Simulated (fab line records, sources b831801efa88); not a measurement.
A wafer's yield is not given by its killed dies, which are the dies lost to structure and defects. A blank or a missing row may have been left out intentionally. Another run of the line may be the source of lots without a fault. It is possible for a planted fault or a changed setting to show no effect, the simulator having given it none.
A sampling plan put to the test -- flow gf180mcu -- 48 faults told of in these records, all on one fab line, each judged by the records of the lots it struck
What counts as the plan is the set of the line's own looks, namely the steps on the route at which a gauge or an inspection reads a wafer and does not change it. Where struck wafers have a number at a look and the file lists that look's usual mean and standard deviation on fault-free wafers, the look can be judged. Caught: 4 or more of those standard deviations (sigma) separate the usual mean from the mean of the struck wafers at a look after the fault's first step. On the tool: the fault's steps, tested the same way using the tool's own readings. Also counted as caught: the struck wafers showing another recipe, or a record that is empty for them alone.

== THE FAULTS, as the simulator had put them in ==
1. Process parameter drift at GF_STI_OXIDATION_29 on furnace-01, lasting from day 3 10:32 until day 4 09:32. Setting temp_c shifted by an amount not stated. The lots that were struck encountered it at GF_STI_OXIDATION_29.
2. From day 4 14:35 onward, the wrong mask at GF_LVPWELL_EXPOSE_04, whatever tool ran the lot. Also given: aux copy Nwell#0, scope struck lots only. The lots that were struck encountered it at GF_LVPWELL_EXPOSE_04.
3. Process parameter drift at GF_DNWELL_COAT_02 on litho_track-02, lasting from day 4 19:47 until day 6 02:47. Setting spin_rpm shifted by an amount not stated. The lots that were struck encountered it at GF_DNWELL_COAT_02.
4. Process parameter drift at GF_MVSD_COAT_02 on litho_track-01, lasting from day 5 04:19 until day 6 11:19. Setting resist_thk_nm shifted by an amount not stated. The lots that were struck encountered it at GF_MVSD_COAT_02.
5. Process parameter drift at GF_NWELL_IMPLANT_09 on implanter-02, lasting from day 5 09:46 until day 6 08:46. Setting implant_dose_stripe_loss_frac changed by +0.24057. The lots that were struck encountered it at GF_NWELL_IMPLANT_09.
6. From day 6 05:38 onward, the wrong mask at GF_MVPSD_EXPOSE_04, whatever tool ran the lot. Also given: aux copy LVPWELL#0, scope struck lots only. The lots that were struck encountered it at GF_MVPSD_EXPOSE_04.
7. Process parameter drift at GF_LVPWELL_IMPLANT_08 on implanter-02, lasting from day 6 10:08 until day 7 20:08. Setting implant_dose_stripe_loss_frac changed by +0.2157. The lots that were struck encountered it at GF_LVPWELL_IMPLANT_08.
8. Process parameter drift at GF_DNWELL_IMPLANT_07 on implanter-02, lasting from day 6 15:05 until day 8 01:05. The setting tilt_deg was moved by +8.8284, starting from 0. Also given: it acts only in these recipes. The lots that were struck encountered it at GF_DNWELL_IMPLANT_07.
9. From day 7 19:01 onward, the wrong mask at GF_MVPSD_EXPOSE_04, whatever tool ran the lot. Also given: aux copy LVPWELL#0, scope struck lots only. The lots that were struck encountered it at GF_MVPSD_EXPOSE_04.
10. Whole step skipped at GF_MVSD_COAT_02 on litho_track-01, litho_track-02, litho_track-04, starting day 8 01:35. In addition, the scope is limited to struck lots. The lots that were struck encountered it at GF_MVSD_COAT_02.
11. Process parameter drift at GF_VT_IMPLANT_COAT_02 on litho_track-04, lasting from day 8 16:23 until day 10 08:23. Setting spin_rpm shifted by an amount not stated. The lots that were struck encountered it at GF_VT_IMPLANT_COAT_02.
12. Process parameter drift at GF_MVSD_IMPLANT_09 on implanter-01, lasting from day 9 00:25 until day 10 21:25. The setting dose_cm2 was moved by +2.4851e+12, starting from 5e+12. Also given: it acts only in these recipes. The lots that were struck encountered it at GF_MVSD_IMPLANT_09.
13. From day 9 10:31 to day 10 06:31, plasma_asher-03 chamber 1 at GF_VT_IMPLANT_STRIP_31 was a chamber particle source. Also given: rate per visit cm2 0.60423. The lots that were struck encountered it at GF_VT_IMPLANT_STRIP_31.
14. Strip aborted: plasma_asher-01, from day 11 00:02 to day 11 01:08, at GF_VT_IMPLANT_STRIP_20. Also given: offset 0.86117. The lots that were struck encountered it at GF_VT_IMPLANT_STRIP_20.
15. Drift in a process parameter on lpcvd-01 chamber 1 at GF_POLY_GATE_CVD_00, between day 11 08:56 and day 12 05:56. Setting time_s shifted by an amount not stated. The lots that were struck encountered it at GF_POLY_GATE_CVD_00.
16. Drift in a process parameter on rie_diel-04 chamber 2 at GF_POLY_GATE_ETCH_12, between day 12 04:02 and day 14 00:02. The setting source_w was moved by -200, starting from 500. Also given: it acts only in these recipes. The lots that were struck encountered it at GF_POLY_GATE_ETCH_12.
17. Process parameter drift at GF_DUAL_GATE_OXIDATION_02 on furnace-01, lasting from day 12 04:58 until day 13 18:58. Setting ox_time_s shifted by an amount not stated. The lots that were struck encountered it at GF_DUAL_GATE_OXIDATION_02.
18. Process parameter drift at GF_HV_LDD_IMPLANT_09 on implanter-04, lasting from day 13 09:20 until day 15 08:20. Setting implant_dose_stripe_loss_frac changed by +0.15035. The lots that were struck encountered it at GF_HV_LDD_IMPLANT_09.
19. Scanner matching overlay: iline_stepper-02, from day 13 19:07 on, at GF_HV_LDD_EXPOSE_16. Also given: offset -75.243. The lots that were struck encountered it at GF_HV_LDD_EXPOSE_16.
20. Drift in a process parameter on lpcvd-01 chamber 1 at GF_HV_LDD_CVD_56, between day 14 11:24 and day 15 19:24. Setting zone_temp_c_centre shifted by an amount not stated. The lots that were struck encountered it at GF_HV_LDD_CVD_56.
21. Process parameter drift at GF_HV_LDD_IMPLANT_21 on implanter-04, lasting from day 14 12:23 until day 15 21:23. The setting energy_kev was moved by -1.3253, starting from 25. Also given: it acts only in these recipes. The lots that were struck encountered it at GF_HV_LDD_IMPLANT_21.
22. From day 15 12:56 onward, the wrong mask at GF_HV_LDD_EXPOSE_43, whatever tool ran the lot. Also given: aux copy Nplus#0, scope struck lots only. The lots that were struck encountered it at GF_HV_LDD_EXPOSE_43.
23. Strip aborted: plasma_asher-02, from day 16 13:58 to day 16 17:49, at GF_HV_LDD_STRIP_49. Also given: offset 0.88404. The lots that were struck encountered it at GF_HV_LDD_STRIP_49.
24. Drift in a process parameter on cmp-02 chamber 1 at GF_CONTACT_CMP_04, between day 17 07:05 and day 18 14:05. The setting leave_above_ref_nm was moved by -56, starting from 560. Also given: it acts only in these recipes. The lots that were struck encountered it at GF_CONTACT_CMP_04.
25. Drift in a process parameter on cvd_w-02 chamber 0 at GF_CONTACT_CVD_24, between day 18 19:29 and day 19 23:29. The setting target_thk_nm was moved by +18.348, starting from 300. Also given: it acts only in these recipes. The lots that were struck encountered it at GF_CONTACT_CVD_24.
26. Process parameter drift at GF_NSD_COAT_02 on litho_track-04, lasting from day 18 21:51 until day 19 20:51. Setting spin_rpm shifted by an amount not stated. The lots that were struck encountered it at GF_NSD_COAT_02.
27. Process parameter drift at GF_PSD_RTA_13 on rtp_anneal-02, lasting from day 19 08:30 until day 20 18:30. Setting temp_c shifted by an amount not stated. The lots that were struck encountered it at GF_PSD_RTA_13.
28. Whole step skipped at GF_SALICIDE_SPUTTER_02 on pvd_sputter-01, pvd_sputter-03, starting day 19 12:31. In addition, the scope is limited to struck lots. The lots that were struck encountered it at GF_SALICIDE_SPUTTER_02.
29. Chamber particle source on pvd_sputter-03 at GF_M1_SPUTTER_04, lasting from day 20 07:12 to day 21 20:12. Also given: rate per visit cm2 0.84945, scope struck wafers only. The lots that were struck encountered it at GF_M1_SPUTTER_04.
30. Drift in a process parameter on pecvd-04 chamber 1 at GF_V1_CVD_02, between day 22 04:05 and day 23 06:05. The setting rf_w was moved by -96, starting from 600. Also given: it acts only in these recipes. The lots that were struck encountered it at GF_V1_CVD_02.
31. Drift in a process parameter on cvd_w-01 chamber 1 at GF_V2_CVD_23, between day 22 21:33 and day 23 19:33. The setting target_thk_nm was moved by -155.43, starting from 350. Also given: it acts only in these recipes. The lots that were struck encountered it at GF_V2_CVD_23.
32. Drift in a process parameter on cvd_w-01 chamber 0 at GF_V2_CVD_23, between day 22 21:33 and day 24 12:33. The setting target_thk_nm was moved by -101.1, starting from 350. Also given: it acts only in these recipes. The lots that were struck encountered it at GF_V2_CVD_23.
33. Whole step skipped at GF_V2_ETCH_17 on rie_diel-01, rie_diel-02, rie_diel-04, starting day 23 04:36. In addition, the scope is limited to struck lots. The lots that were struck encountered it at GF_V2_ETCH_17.
34. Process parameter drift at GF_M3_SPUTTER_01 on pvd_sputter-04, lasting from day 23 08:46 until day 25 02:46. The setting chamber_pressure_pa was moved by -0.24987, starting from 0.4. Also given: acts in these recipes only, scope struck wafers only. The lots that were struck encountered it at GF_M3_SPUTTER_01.
35. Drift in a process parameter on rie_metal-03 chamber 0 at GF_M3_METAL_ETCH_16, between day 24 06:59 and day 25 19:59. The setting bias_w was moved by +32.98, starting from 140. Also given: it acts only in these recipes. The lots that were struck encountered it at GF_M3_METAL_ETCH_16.
36. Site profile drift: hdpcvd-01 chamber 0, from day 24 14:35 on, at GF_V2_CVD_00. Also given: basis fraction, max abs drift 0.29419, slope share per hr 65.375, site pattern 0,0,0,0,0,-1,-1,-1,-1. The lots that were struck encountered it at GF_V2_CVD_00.
37. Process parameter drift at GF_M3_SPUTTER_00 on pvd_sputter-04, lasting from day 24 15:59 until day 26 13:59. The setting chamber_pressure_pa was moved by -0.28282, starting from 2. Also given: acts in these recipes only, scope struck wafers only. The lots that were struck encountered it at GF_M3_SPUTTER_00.
38. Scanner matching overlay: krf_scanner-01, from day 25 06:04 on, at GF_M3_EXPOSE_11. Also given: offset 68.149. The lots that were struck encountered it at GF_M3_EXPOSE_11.
39. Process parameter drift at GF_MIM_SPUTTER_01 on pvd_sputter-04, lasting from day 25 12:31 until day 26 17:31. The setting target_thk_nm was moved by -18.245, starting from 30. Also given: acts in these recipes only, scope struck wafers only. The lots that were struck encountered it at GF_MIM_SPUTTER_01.
40. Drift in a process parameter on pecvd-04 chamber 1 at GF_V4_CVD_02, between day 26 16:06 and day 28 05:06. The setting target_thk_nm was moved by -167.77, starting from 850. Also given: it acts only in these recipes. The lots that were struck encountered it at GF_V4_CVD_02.
41. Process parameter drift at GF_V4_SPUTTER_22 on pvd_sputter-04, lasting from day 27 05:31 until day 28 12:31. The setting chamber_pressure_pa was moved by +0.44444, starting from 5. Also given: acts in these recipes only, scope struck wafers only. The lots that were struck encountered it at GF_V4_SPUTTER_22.
42. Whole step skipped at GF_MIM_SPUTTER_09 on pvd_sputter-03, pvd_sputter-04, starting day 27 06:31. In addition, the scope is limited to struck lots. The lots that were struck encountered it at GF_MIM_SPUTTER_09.
43. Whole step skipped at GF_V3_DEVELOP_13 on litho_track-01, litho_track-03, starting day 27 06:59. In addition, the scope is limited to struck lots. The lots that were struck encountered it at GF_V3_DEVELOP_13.
44. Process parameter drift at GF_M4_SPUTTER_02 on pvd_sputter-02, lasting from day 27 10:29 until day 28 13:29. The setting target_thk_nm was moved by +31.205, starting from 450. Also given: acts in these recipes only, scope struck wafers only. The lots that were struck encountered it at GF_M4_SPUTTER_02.
45. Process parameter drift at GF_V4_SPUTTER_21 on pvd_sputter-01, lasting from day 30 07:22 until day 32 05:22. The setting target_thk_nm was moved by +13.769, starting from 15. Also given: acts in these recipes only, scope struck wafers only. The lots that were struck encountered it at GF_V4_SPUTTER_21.
46. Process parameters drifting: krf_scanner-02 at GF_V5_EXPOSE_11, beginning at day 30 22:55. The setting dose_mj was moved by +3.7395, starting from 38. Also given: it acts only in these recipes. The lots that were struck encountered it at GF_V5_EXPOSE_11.
47. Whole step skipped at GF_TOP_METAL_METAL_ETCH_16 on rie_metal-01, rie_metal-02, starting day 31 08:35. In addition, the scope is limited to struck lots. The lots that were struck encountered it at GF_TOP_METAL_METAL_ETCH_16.
48. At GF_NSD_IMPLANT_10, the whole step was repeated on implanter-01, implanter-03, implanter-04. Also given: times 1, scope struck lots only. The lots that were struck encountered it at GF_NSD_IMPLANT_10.

== WHAT THE PLAN SAW ==
fault,on the tool itself,first look that catches it,"reading, sigma",median hours from its first step to that look,hours from the fault's start to the first struck lot there,judged looks passed uncaught
1,spike_tc_upper_C +39 sigma,GF_STI_THK_MEAS_30,STI_OXIDATION_02_THK +24,1.4,6,0
2,no reading that can be judged,GF_LVPWELL_TW_MEAS_11,LVPWELL_TW -70,6.7,8,0
3,spin_speed_rpm -99 or beyond sigma,not the one look that can be judged after it,-,-,-,1
4,no reading that can be judged,not the one look that can be judged after it,-,-,-,1
5,no reading that can be judged,none of the 5 looks that can be judged after it,-,-,-,5
6,under 2 sigma,GF_MVPSD_TW_MEAS_11,MVPSD_TW -67,7.7,12,0
7,no reading that can be judged,GF_VT_IMPLANT_RS_MEAS_48,LVPWELL_RS +5.6,100.8,105,0
8,tilt_deg +99 or beyond sigma,GF_DNWELL_TW_MEAS_09,DNWELL_TW +10,0.2,8,0
9,no reading that can be judged,GF_MVPSD_TW_MEAS_11,MVPSD_TW -67,8.4,13,0
10,the tool's record is blank for the struck wafers,GF_MVPSD_TW_MEAS_11,MVPSD_TW +99 or beyond,26.4,30,0
11,spin_speed_rpm -39 sigma,none of the 2 looks that can be judged after it,-,-,-,2
12,dose_ions_cm2 +99 or beyond sigma,GF_VT_IMPLANT_RS_MEAS_46,MVSD_RS -20,94.1,98,1
13,under 2 sigma,none of the 2 looks that can be judged after it,-,-,-,2
14,oes_product_au +41 sigma,GF_VT_IMPLANT_TW_MEAS_32,VT_IMPLANT_3_TW -78,18.6,20,0
15,under 2 sigma,none of the 2 looks that can be judged after it,"strongest: POLY_GATE_CVD_00_THK at GF_POLY_GATE_THK_MEAS_01, -3.1",-,-,2
16,rf_fwd_power_W -99 or beyond sigma,no look after it can be judged,-,-,-,0
17,under 2 sigma,GF_DUAL_GATE_THK_MEAS_03,DUAL_GATE_OXIDATION_00_THK +12,1.4,6,0
18,under 2 sigma,GF_HV_LDD_RS_MEAS_53,HV_LDD_RS +14,66.6,87,0
19,no reading that can be judged,GF_HV_LDD_OVL_MEAS_20,HV_LDD_01_OVL -57,10.6,18,0
20,spike_tc_centre_C -21 sigma,GF_HV_LDD_THK_MEAS_57,HV_LDD_CVD_56_THK -4.1,1.4,18,0
21,beam_energy_keV -99 or beyond sigma,no look after it can be judged,-,-,-,0
22,under 2 sigma,GF_HV_LDD_TW_MEAS_50,HV_LDD_4_TW -70,12.0,19,0
23,oes_product_au +46 sigma,no look after it can be judged,-,-,-,0
24,only faintly: time_to_endpoint_s +3.4 sigma,not the one look that can be judged after it,-,-,-,1
25,under 2 sigma,not the one look that can be judged after it,"strongest: CONTACT_W_RS at GF_CONTACT_RS_MEAS_25, -2.9",-,-,1
26,spin_speed_rpm -99 or beyond sigma,none of the 2 looks that can be judged after it,"strongest: cd_nm at GF_NSD_CD_MEAS_07, -3.1",-,-,2
27,wafer_temp_C_max -12 sigma,GF_PSD_RS_MEAS_14,NSD_RS +31,0.1,11,0
28,the tool's record is blank for the struck wafers,GF_SALICIDE_RS_MEAS_04,SALICIDE_TIN_RS +99 or beyond,0.1,2,0
29,under 2 sigma,no look after it can be judged,-,-,-,0
30,rf_fwd_power_W -45 sigma,GF_V1_THK_MEAS_03,V1_CVD_02_THK -4.0,0.1,14,0
31,under 2 sigma,GF_V2_RS_MEAS_24,V2_W_RS +53,0.1,4,0
32,under 2 sigma,GF_V2_RS_MEAS_24,V2_W_RS +27,0.1,4,0
33,the tool's record is blank for the struck wafers,no look after it can be judged,-,-,-,0
34,chamber_pressure_pa -99 or beyond sigma,no look after it can be judged,-,-,-,0
35,bias_w +85 sigma,no look after it can be judged,-,-,-,0
36,no reading that can be judged,GF_V2_THK_MEAS_01,V2_CVD_00_THK -11,0.1,8,0
37,chamber_pressure_pa -69 sigma,no look after it can be judged,-,-,-,0
38,under 2 sigma,GF_M3_OVL_MEAS_15,M3_OVL +12,10.2,12,0
39,under 2 sigma,none of the 4 looks that can be judged after it,-,-,-,4
40,under 2 sigma,GF_V4_THK_MEAS_03,V4_CVD_02_THK -14,0.1,25,0
41,chamber_pressure_pa +40 sigma,no look after it can be judged,-,-,-,0
42,the tool's record is blank for the struck wafers,GF_MIM_THK_MEAS_11,MIM_ALCU_THK +5.2,0.1,2,0
43,no reading that can be judged,no look after it can be judged,-,-,-,0
44,under 2 sigma,GF_M4_RS_MEAS_05,M4_ALCU_RS -4.4,0.1,8,0
45,under 2 sigma,none of the 5 looks that can be judged after it,-,-,-,5
46,exposure_dose_mJ_cm2 +89 sigma,GF_V5_CD_MEAS_14,cd_nm +9.7,8.1,21,0
47,the tool's record is blank for the struck wafers,no look after it can be judged,-,-,-,0
48,no reading that can be judged,GF_PSD_RS_MEAS_14,NSD_RS -56,22.4,-,0
A dash: the fault is not caught, or the number is missing from these records.

Caught at a look: 26 of 48. Caught on the tool: 23 of 48. By one or the other: 38 of 48.
Faults 3, 11, 16, 21, 23, 26, 33, 34, 35, 37, 41, 47 were caught on the tool alone.
Caught at a look alone: faults 2, 6, 7, 9, 17, 18, 19, 22, 31, 32, 36, 38, 40, 44, 48.
Caught by neither: faults 4, 5, 13, 15, 24, 25, 29, 39, 43, 45.

== THINNER SAMPLING ==
Were the look that catches a fault to measure just every second or every third lot (counted by lot number), the first struck lot would, at worst, be measured this late:
fault,"struck lots at that look, in order of time",every lot,every second lot,every third lot
1,"L854, L857",6 h,18 h,may miss all 2
2,L533,8 h,may miss it,may miss it
6,L905,12 h,may miss it,may miss it
7,L366,105 h,may miss it,may miss it
8,"L718, L721",8 h,24 h,may miss all 2
9,L969,13 h,may miss it,may miss it
10,"L558, L559, L560",30 h,36 h,40 h
12,"L149, L150",98 h,108 h,may miss all 2
14,L365,20 h,may miss it,may miss it
17,"L669, L671",6 h,may miss all 2,may miss all 2
18,L816,87 h,may miss it,may miss it
19,"L315, L317, L319, L320",18 h,56 h,47 h
20,L929,18 h,may miss it,may miss it
22,L413,19 h,may miss it,may miss it
27,"L191, L193",11 h,may miss all 2,may miss all 2
28,"L784, L785, L786",2 h,10 h,14 h
30,L617,14 h,may miss it,may miss it
31,"L413, L414",4 h,12 h,may miss all 2
32,"L543, L544, L546",4 h,12 h,may miss all 3
36,"L789, L790",8 h,16 h,may miss all 2
38,"L238, L239, L240",12 h,17 h,21 h
40,"L468, L469",25 h,27 h,may miss all 2
42,"L306, L307, L308",2 h,12 h,26 h
44,"L897, L899",8 h,may miss all 2,may miss all 2
46,"L636, L638",21 h,may miss all 2,may miss all 2
The hour figures run from when the fault began to the first measured lot among those it struck. The test against the limit of 4 sigma pooled every struck wafer, which means one lot taken alone may stay below that limit. Other struck lots may not be in these records.

== THE LONGEST TIMED WAY FROM STEP TO LOOK ==
Fault 7: a median of 100.8 hours passes between GF_LVPWELL_IMPLANT_08 and GF_VT_IMPLANT_RS_MEAS_48. No look between them can be judged.
